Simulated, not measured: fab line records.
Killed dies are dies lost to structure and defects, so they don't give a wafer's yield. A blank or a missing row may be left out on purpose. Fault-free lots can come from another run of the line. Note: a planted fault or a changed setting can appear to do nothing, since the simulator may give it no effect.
Problem report in the 8D (eight disciplines) form, filled by code    flow gf180mcu    the parts of the form that need people (team, actions taken, sign-off) are left out

1. THE PROBLEM
Wafers free of any fault read 600 nm (standard deviation 6.4) for V4_CVD_00_THK at GF_V4_THK_MEAS_01, against a mean of 476 nm on 3 wafers of 2 lots. That puts it -19 standard deviations away from the usual mean.
First seen on wafer L746.1, day 26 23:20, on film metro-04. The record has a number at this step for 33 wafers belonging to 11 lots. By rule, "out" or "out of limits" means more than 4 standard deviations away from the usual mean. The other wafers with a number count as sound.

2. WHAT IT IS, AND WHAT IT ISN'T
question                     is                      is not
which readings at this step  V4_CVD_00_THK           -
which lots                   L746, L747              L736, L737, L738, L748, L749, L750, L755, L756, L757
which wafers of those lots   L746.1, L746.4, L747.5  L746.6, L747.1, L747.6
read on which gauges         film metro-04           film metro-01, film metro-02
when                         from day 26 23:20       up to then (10 sound wafers); but 20 sound wafers of L747, L748, L749, L750, L755, L756, L757 came after

3. WHAT RULES OUT EACH SUSPECT
Counting: if a tool at a process step up to the reading ran every lot that is out, it stays a suspect. Sound lots after the first of them don't rule it out here, since some wafers of a struck lot are sound.
- the gauge at GF_V4_THK_MEAS_01 is ruled out. All the wafers that are out were read on film metro-04, but those of them that GF_V4_CVD_00 has rows for are out there too, on other tools.
- hdpcvd-02 at GF_V4_CVD_00 (deposits SiO2, target thk 600 nm, time 100 s): kept. It ran every lot that is out, first L746 (day 26 23:16). On those wafers its own readings are out: sih4 flow sccm.
- Within hdpcvd-02 at GF_V4_CVD_00: the wafers that are out ran in chamber 0; their sound lot-mates ran in chambers 1, 2.
The count leaves hdpcvd-02 at GF_V4_CVD_00.

4. THE CAUSE (what the simulator had put in)
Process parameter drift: hdpcvd-02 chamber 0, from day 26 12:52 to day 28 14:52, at GF_V4_CVD_00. The setting sih4 flow sccm was moved by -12, starting from 60. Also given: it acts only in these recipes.
Only this tool survived the counting.

5. SEQUENCE OF EFFECTS, ordered by route
Each row: a reading whose mean over the struck wafers that have a number lies more than 3 standard deviations from the usual. Only readings for which the record gives a usual standard deviation are gone through. hours: the time from each lot's start at the first step in this table that gives one to its start at this step, as a median over the lots. sigmas: the change in usual standard deviations.
hours  step               reading         usual       on struck wafers  change  sigmas
0      GF_V4_CVD_00       sih4 flow sccm  60.01 sccm  48.07             -11.94  -70
0      GF_V4_THK_MEAS_01  V4_CVD_00_THK   600 nm      476               -124    -19
The process steps in it:
- GF_V4_CVD_00: deposits SiO2, target thk 600 nm, time 100 s.

6. WHAT WOULD HAVE CAUGHT IT SOONER
10 hours passed between the start of the fault at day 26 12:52 and the first reading out of limits at a measuring or inspecting step in this record, taken at day 26 23:20.
The tool's own readings at GF_V4_CVD_00 were out on every struck wafer that the step has a row for (sih4 flow sccm): an alarm limit on them would have fired on the first of those.
Of the lots that are out (2), L747 began GF_V4_CVD_00 on hdpcvd-02 after day 26 23:20. It would have been spared by a hold on the tool at that moment.
